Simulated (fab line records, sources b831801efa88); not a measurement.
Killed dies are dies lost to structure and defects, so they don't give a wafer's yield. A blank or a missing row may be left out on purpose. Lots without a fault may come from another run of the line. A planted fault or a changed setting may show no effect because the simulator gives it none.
Which tool did it? | flow gf180mcu | 12 lots, 36 wafers sampled, at 4 steps of a route of 602

WHAT THE GAUGES READ, wafer by wafer
GF_POLY_GATE_THK_MEAS_17.
lot  | measured     | on            | POLY_GATE_OXIDATION_THK (nm)
L994 | day 9 04:37  | film_metro-01 | 4.09 4.02 4.01
L996 | day 10 00:36 | film_metro-02 | 4.04 4.00 3.93
L997 | day 10 04:45 | film_metro-04 | 3.93 3.88 3.88
L998 | day 10 11:08 | film_metro-01 | 4.09 4.02 3.90
L104 | day 12 06:43 | film_metro-02 | 4.07 4.09 3.93
L106 | day 12 20:48 | film_metro-02 | 3.06 3.09 3.03
L107 | day 13 02:50 | film_metro-04 | 3.02 2.92 2.96
L108 | day 13 08:47 | film_metro-04 | 3.04 3.04 3.05
L112 | day 14 16:45 | film_metro-02 | 4.01 4.03 4.04
L114 | day 15 07:35 | film_metro-01 | 4.16 4.12 4.05
L115 | day 15 14:20 | film_metro-02 | 4.19 4.11 4.20
L117 | day 16 00:19 | film_metro-04 | 4.10 4.02 4.11

GF_V1_THK_MEAS_25: measures by xrf.
lot  | measured     | on            | V1_W_THK (nm)
L994 | day 18 00:56 | film_metro-02 | 350 348 349
L996 | day 19 01:01 | film_metro-04 | 367 358 364
L997 | day 19 08:52 | film_metro-02 | 350 352 354
L998 | day 19 14:34 | film_metro-03 | 356 358 355
L104 | day 22 00:58 | film_metro-03 | 353 349 352
L106 | day 22 17:18 | film_metro-04 | 353 351 352
L107 | day 23 00:05 | film_metro-02 | 350 353 350
L108 | day 23 06:19 | film_metro-03 | 357 357 361
L112 | day 24 17:29 | film_metro-02 | 352 351 350
L114 | day 25 09:36 | film_metro-04 | 353 353 354
L115 | day 25 17:05 | film_metro-02 | 356 355 360
L117 | day 26 03:49 | film_metro-02 | 348 351 351

WHICH TOOL RAN EACH LOT (tool, then ch and the chambers of the sampled wafers, then the start)
lot  | GF_POLY_GATE_OXIDATION_16     | GF_V1_SPUTTER_21
L994 | furnace-02 ch 0, day 9 03:22  | pvd_sputter-03, day 18 00:35
L996 | furnace-02 ch 0, day 9 23:20  | pvd_sputter-04, day 19 00:41
L997 | furnace-01 ch 0, day 10 03:30 | pvd_sputter-04, day 19 08:32
L998 | furnace-02 ch 0, day 10 09:53 | pvd_sputter-01, day 19 14:14
L104 | furnace-02 ch 0, day 12 05:27 | pvd_sputter-03, day 22 00:36
L106 | furnace-02 ch 0, day 12 19:33 | pvd_sputter-01, day 22 16:57
L107 | furnace-02 ch 0, day 13 01:34 | pvd_sputter-01, day 22 23:44
L108 | furnace-02 ch 0, day 13 07:31 | pvd_sputter-03, day 23 05:58
L112 | furnace-01 ch 0, day 14 15:30 | pvd_sputter-01, day 24 17:09
L114 | furnace-01 ch 0, day 15 06:20 | pvd_sputter-03, day 25 09:16
L115 | furnace-01 ch 0, day 15 13:05 | pvd_sputter-03, day 25 16:46
L117 | furnace-01 ch 0, day 15 23:04 | pvd_sputter-03, day 26 03:29
- GF_POLY_GATE_OXIDATION_16: stabilise 600 s, purge 300 s, target thk 4 nm.
- GF_V1_SPUTTER_21: material Ti, target thk 15 nm, time 80.02 s.

WHAT THE TOOLS THEMSELVES READ (means of the sampled wafers that have a number; where no wafer has one, the mark that the record gives instead)
GF_POLY_GATE_OXIDATION_16.
lot  | tool       | spike_tc_bottom_C (C) | spike_tc_centre_C (C) | spike_tc_lower_C (C) | spike_tc_top_C (C) | spike_tc_upper_C (C) | zone_power_bottom_pct (%) | zone_power_centre_pct (%)
L994 | furnace-02 | 869.9                 | 852.4                 | 852.2                | 866.3              | 851.1                | 29.4                      | 18.04
L996 | furnace-02 | 870.2                 | 852.4                 | 850.6                | 866.2              | 850.4                | 29.4                      | 18.05
L997 | furnace-01 | 868.0                 | 851.3                 | 849.5                | 868.2              | 849.8                | 23.2                      | 17.72
L998 | furnace-02 | 869.5                 | 852.3                 | 851.6                | 866.5              | 849.5                | 29.2                      | 17.75
L104 | furnace-02 | 868.9                 | 851.7                 | 851.4                | 866.1              | 850.0                | 29.2                      | 17.87
L106 | furnace-02 | 846.5                 | 828.8                 | 828.1                | 844.7              | 827.0                | 27.2                      | 16.85
L107 | furnace-02 | 847.7                 | 829.4                 | 828.1                | 843.8              | 828.6                | 27.8                      | 17.00
L108 | furnace-02 | 847.7                 | 829.7                 | 829.0                | 844.6              | 828.2                | 27.6                      | 16.81
L112 | furnace-01 | 867.9                 | 850.6                 | 848.0                | 868.7              | 849.7                | 23.4                      | 17.69
L114 | furnace-01 | 867.5                 | 851.3                 | 849.1                | 868.8              | 850.6                | 23.5                      | 17.54
L115 | furnace-01 | 867.2                 | 851.9                 | 848.5                | 868.8              | 850.0                | 23.2                      | 17.78
L117 | furnace-01 | 868.0                 | 851.0                 | 848.6                | 867.8              | 850.6                | 23.3                      | 17.68

GF_V1_SPUTTER_21.
lot  | tool           | throttle_valve_pct (%)
L994 | pvd_sputter-03 | 30.5
L996 | pvd_sputter-04 | 30.1
L997 | pvd_sputter-04 | 29.5
L998 | pvd_sputter-01 | 30.3
L104 | pvd_sputter-03 | 29.1
L106 | pvd_sputter-01 | 30.6
L107 | pvd_sputter-01 | 30.0
L108 | pvd_sputter-03 | 30.1
L112 | pvd_sputter-01 | 29.7
L114 | pvd_sputter-03 | 29.4
L115 | pvd_sputter-03 | 29.4
L117 | pvd_sputter-03 | 29.6

THE ANSWER, worked out from the rows above alone
Rule: what is usual is taken from the lots themselves. Put in order of their means at a reading, lots are off if they are a third of the lots or fewer, leave a main group of 4 or more, and stand apart from it by a gap of 3 or more times the standard deviation of the main group's means; of several such gaps the widest counts. A main group whose means are all the same, to the digits that the tables above print for the reading, isn't used. A lot without any number at a reading at which 4 lots or more have one is off too. The other lots that the step has rows for count as sound. The gauges are gone through in route order, then the tools' own readings, and for those a lot's mean is taken as printed above. The first step at which some lot is off is used, and at that step the reading that is off furthest; a lot without a number counts as furthest.
Off: L106, L107, L108, at GF_POLY_GATE_THK_MEAS_17 (POLY_GATE_OXIDATION_THK). The main group: mean 4.04 nm, standard deviation 0.072.
A tool fits if, at a process step before that reading, it ran every lot that is off, and no sound lot after the first of them. The gauges at GF_POLY_GATE_THK_MEAS_17 aren't tried: what is off there is off at GF_POLY_GATE_OXIDATION_16 too, on other tools, and a gauge's error can't cause that. One fits: furnace-02 at GF_POLY_GATE_OXIDATION_16. Its last sound lot is L104 (day 12 05:27), its first lot that is off L106 (day 12 19:33): a fault that began between those two fits.
The tool's own readings at GF_POLY_GATE_OXIDATION_16 bear it out: on the lots that are off they differ by more than 5 times the standard deviation of the sound lots' means. spike_tc_bottom_C reads 847.3 C there against 868.6 C on the sound lots; spike_tc_centre_C reads 829.3 C there against 851.7 C on the sound lots; spike_tc_lower_C reads 828.4 C there against 849.9 C on the sound lots; spike_tc_top_C reads 844.4 C there against 867.5 C on the sound lots; spike_tc_upper_C reads 827.9 C there against 850.2 C on the sound lots; zone_power_centre_pct reads 16.89 % there against 17.79 % on the sound lots.

WHAT THE SIMULATOR HAD PUT IN
Process parameter drift: furnace-02, from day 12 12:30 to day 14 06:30, at GF_POLY_GATE_OXIDATION_16. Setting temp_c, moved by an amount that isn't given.
Lots struck among those shown: L106, L107, L108. The rule above found the same.
